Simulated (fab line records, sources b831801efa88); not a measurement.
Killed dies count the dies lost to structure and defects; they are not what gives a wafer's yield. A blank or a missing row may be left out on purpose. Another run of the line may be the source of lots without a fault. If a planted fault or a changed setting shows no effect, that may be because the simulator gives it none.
Chamber matching | flow sky130 | 4 sister chambers for SKY_VIA1_CMP_24 on cmp-01
The step polishes, stops on SiO2, t overpolish 15 s, target thk 0 nm. 4 wafers are shown with their chamber, then 6 later ones without.

== EACH WAFER AND ITS CHAMBER ==
wafer  | chamber | motor-current-A (A)
L267.3 | 3       | 11.1
L264.2 | 1       | 11.2
L264.3 | 2       | 11.1
L264.6 | 0       | 9.4

== WAFERS WHOSE CHAMBER IS MISSING ==
wafer  | motor-current-A (A)
L271.1 | 9.5
L271.4 | 11.6
L271.6 | 10.6
L274.1 | 11.3
L274.4 | 9.4
L274.6 | 11.4

== EACH ONE'S CHAMBER ==
wafer  | from the rows above          | in truth
L271.1 | 0                            | 0
L271.4 | can't be placed: 1 or 2 or 3 | 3
L271.6 | can't be placed: 2 or 3 or 1 | 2
L274.1 | can't be placed: 1 or 2 or 3 | 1
L274.4 | 0                            | 0
L274.6 | can't be placed: 1 or 2 or 3 | 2
2 of 6 placed correctly. These rows do not allow placing 4 (true chamber among the candidates in 4). Wrongly placed: 0.
How it was worked out, from the rows above alone: a wafer's distance from a chamber is the root of the sum, over the readings, of the square of ((its reading less the chamber's mean) divided by the reading's scatter). If the next closest chamber is less than 2 further off than the closest, the wafer can't be placed; otherwise it belongs to the closest. For every chamber, the mean is computed from those of its wafers that are shown. The scatter: with one shown wafer a chamber, the root of the mean of the squares of how far each hidden wafer lies from its nearest shown one.
